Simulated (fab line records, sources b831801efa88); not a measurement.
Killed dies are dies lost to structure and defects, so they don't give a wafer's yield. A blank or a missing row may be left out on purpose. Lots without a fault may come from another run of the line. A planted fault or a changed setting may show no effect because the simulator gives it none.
One fault seen from 2 desks | flow gf180mcu | each desk has only its own numbers; what lay behind them comes last

THE TOOL OWNER'S DESK: cvd_w-02
The tool's own readings at GF_V5_CVD_23 (deposits W, target thk 350 nm, time 104.9 s): means of the sampled wafers that have a number, for each lot that ran on this tool. A lot is out of limits, marked OUT, if its mean lies more than 4 standard deviations from the usual mean; the brackets give that distance.
Columns: A = chamber_pressure_Torr at GF_V5_CVD_23, usual 39.99 Torr; B = heater_power_w at GF_V5_CVD_23, usual 845 W
lot  | first seen here | A               | B
L962 | day 28 10:49    | 39.92           | 851
L963 | day 28 21:01    | 40.00           | 840
L964 | day 29 01:44    | 39.99           | 856
L968 | day 30 06:23    | 40.01           | 830
L969 | day 30 20:52    | 39.95           | 860
L973 | day 31 23:02    | 37.11 (-32) OUT | 852
L974 | day 32 06:28    | 37.14 (-32) OUT | 843
This desk's finding: out of limits on L973, L974; first on L973, day 31 23:02 (chamber_pressure_Torr at GF_V5_CVD_23). In limits: L962, L963, L964, L968, L969.

THE METROLOGY DESK
What the gauges read, lot by lot, whatever tool the lot ran on: means of the sampled wafers that have a number. A lot is out of limits, marked OUT, if its mean lies more than 4 standard deviations from the usual mean; the brackets give that distance.
Columns: A = M4_OVL at GF_M4_OVL_MEAS_15, usual -1 nm; B = V4_CVD_02_THK at GF_V4_THK_MEAS_03, usual 854 nm; C = V5_W_RS at GF_V5_RS_MEAS_24, usual 0.328 ohm/sq; D = V5_W_THK at GF_V5_THK_MEAS_25, usual 343 nm
lot  | first seen here | A  | B   | C     | D
L959 | day 23 17:19    | 5  | 857 | 0.329 | 348
L962 | day 24 17:32    | -9 | 842 | 0.333 | 339
L963 | day 25 05:32    | -3 | 844 | 0.329 | 342
L964 | day 25 12:16    | -1 | 854 | 0.331 | 345
L965 | day 25 17:50    | -8 | 855 | 0.324 | 351
L966 | day 26 04:19    | -7 | 850 | 0.324 | 344
L968 | day 26 20:14    | -1 | 852 | 0.334 | 335
L969 | day 27 11:34    | 9  | 852 | 0.328 | 340
L972 | day 28 03:42    | -3 | 868 | 0.327 | 343
L973 | day 28 16:08    | -9 | 859 | 0.338 | 332
L974 | day 29 00:29    | 0  | 854 | 0.339 | 328
L981 | day 30 13:23    | -1 | 847 | 0.324 | 348
This desk's finding: nothing out of limits on any of the 12 lots.

PUT TOGETHER
The tool owner's desk could have raised an alarm at day 31 23:02, on L973, L974.
The metrology desk saw nothing out of limits.
The metrology desk has L973, L974 on record, within its limits.
Of the lots named, all ran GF_V5_CVD_23 on cvd_w-02.

WHAT THE SIMULATOR HAD PUT IN
Process parameter drift: cvd_w-02, from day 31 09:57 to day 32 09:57, at GF_V5_CVD_23. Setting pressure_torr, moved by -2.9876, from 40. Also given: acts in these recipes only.
Lots struck among those shown: L973, L974.
Hours from the fault's start to each desk's first reading out of limits: the tool owner's desk, 13.
